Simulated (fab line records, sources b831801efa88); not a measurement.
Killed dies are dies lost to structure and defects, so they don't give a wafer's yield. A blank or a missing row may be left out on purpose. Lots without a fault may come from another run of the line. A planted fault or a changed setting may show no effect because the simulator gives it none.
A struck lot beside a sound one | flow sky130 | 15 steps out of a route of 708
Sound: wafers L917.1, L917.4, L917.6. Struck: wafer L925.1. (L925.2, L925.4 of the same lot were not struck and are left out.) The cause comes at the end.
At each step with rows: each side's tool, then ch and its chambers, then its first start. Under that, the readings that differ: sound wafers | struck wafers | difference of the means | sigmas: that difference in standard deviations of wafers without a fault.
alike: readings whose means differ by less than 2 such deviations, and words and numbers that are the same on both sides. not compared: withheld readings, readings that some wafer has no value for, bounds like >300 that may hide the same value, and numbers for which the record gives no deviation and whose values overlap.
The two part at a step that has a row with sigmas, a row that says differs or no value, or rows on one side only. Numbers that don't overlap but have no deviation are shown without sigmas and don't part them. A reading that every wafer of one side lacks parts them only if that side has two wafers or more.

SKY_CONTACT_ETCH_16: etches BARC in N2/H2, stops on SiO2, time 45.9 s, target depth 60 nm.
  sound on rie_diel-01 ch 1,2, day 32 03:11; struck on rie_diel-02 ch 3, day 34 03:58
  reading                     | sound       | struck | difference | sigmas
  drypump_motor_current_A (A) | 5.3 4.7 4.7 | 6.2    | +1.3       | +2
  alike: oes_product_au, throttle_valve_pct
  not compared: rf_hours_counter_h
SKY_CONTACT_ETCH_17: etches SiO2 in C4F8/O2/Ar, stops on Si3N4, target depth 340 nm.
  sound on rie_diel-01 ch 1,2, day 32 03:14; struck on rie_diel-02 ch 3, day 34 04:00
  alike: oes_product_au
then, 6 steps without rows for these wafers: SKY_CONTACT_ETCH_18 (etches Si3N4 in CHF3/O2, stops on TiN, time 39 s, target depth 75 nm); SKY_CONTACT_STRIP_19 (strips in O2/N2); SKY_CONTACT_STRIP_20 (strips in post etch residue remover, time 1200 s); SKY_CONTACT_CLEAN_21 (cleans in IPA, time 180 s); SKY_CONTACT_CLEAN_22 (cleans in O3/DIW); SKY_CONTACT_SPUTTER_23 (material TiN, target thk 20 nm, time 80 s).
SKY_CONTACT_CVD_24: deposits W, target thk 340 nm, time 102.12 s.
  sound on cvd_w-02 ch 1, day 32 03:58; struck on cvd_w-02 ch 1, day 34 04:47
  alike: chamber_pressure_Torr, heater_power_w
SKY_CONTACT_RS_MEAS_25: measures by four-point-probe.
  sound on film_metro-02, day 32 04:05; struck on film_metro-01, day 34 04:53
  alike: CONTACT_W_RS
SKY_CONTACT_THK_MEAS_26: measures by xrf.
  sound on film_metro-02, day 32 04:12; struck on film_metro-01, day 34 05:01
  alike: CONTACT_W_THK
SKY_CONTACT_CMP_27: polishes, stops on SiO2, t overpolish 15 s, target thk 0 nm.
  sound on cmp-02 ch 0,2,3, day 32 04:22; struck on cmp-02 ch 2, day 34 05:07
  reading              | sound                | struck | difference | sigmas
  overpolish_run_s (s) | 15.007 15.003 15.008 | 14.980 | -0.026     | -3
  alike: motor_current_A, slurry_filter_dp_kPa, time_to_endpoint_s
SKY_METAL1_SPUTTER_00: material Ti, target thk 15 nm, time 10 s.
  sound on pvd_sputter-01, day 32 04:34; struck on pvd_sputter-02, day 34 05:22
  reading                                   | sound                | struck | difference | sigmas
  chamber_pressure_pa (Pa)                  | 0.3995 0.4014 0.3996 | 0.3375 | -0.0627    | -79
  model.Ti_of_METAL1_SPUTTER_00.thk_nm (nm) | 15.18 15.15 15.18    | 15.51  | +0.34      |
  alike: throttle_valve_pct
SKY_METAL1_SPUTTER_01: material TiN, target thk 20 nm, time 16.7 s.
  sound on pvd_sputter-01, day 32 04:35; struck on pvd_sputter-02, day 34 05:23
  reading                | sound          | struck | difference | sigmas
  throttle_valve_pct (%) | 31.1 31.1 31.8 | 26.9   | -4.4       | -3
  alike: chamber_pressure_pa
-- the record jumps here: 13 days lie between the struck wafers' starts before and after (it left off in module METAL1 and takes up again in module PAD_OPEN, whose first step shown is number 708 of the route) --
SKY_PAD_OPEN_PROBE_99:
  sound on prober-01, day 46 05:25; struck on prober-01, day 47 17:08
  reading                  | sound          | struck | difference | sigmas
  defect_limited_yield (%) | 80.1 79.1 80.5 | 85.6   | +5.7       | +3
  killed_at_contacts       | 23 40 28       | 16     | -14        | -3
  killed_dies              | 98 103 96      | 71     | -28        | -3
  killed_open              | 57 64 54       | 34     | -24        | -3
  sort_bin_5_function (%)  | 13.4 11.8 10.4 | 7.3    | -4.6       | -3
  sort_n_pass              | 394 389 396    | 421    | +28        | +3
  sort_yield_pct (%)       | 80.1 79.1 80.5 | 85.6   | +5.7       | +3
  alike: killed_at_M0_to_M3, killed_at_M4_up, killed_at_front_end, killed_at_other, killed_on_rim, killed_short, sort_bin_3_pad_short, sort_bin_6_memory

WHERE THEY PART
First at SKY_CONTACT_ETCH_16; last, within this record, at SKY_PAD_OPEN_PROBE_99.

WHY: what the simulator had put in
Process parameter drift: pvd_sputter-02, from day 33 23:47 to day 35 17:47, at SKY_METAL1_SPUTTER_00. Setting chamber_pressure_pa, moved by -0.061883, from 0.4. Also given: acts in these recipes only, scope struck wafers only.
